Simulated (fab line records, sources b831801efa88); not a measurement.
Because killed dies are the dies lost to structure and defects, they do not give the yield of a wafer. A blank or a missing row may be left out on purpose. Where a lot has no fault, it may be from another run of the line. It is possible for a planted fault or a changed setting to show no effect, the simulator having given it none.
Which tool was responsible? / flow gf180mcu / 6 lots with 18 wafers sampled at 2 steps, on a route of 602 steps

WHAT THE GAUGES READ, wafer by wafer
GF_LVPWELL_TW_MEAS_11.
lot=L651; measured=day 4 02:49; on=film-metro-03; LVPWELL_TW=552 550 554
lot=L653; measured=day 4 13:41; on=film-metro-03; LVPWELL_TW=549 549 550
lot=L656; measured=day 5 08:06; on=film-metro-01; LVPWELL_TW=557 558 561
lot=L661; measured=day 6 11:35; on=film-metro-03; LVPWELL_TW=601 605 609
lot=L667; measured=day 7 21:41; on=film-metro-02; LVPWELL_TW=560 559 561
lot=L670; measured=day 8 16:12; on=film-metro-01; LVPWELL_TW=560 558 558

WHAT TOOL EACH LOT RAN ON (gives the tool, then ch and the chambers of the sampled wafers, and finally the start)
lot=L651; GF_LVPWELL_IMPLANT_08=implanter-04 ch 0, day 4 02:26
lot=L653; GF_LVPWELL_IMPLANT_08=implanter-04 ch 0, day 4 13:17
lot=L656; GF_LVPWELL_IMPLANT_08=implanter-01 ch 0, day 5 07:42
lot=L661; GF_LVPWELL_IMPLANT_08=implanter-01 ch 0, day 6 11:11
lot=L667; GF_LVPWELL_IMPLANT_08=implanter-04 ch 0, day 7 21:17
lot=L670; GF_LVPWELL_IMPLANT_08=implanter-04 ch 0, day 8 15:48
- GF_LVPWELL_IMPLANT_08

THE ANSWER, worked out from the rows above alone
Rule: what is usual is taken from the lots themselves. Put in order of their means at a reading, lots are off if they are a third of the lots or fewer, leave a main group of 4 or more, and stand apart from it by a gap of 3 or more times the standard deviation of the main group's means; of several such gaps the widest counts. A main group is skipped when, at the precision printed for the reading in the tables above, its means are all equal. A lot without any number at a reading at which 4 lots or more have one is off too. Where the step has rows for the other lots, those lots are counted as sound.
Off: at GF_LVPWELL_TW_MEAS_11 (LVPWELL_TW), L661. Mean 556 and standard deviation 4.2 in the main group.
If a tool, at a process step before that reading, ran all the lots that are off and no sound lot after the first of them, it fits. Gauges at GF_LVPWELL_TW_MEAS_11: tried the same way as those tools. Undecided on this evidence; 2 tools fit (implanter-01 at GF_LVPWELL_IMPLANT_08, film-metro-03 at GF_LVPWELL_TW_MEAS_11).

WHAT WAS PUT IN BY THE SIMULATOR
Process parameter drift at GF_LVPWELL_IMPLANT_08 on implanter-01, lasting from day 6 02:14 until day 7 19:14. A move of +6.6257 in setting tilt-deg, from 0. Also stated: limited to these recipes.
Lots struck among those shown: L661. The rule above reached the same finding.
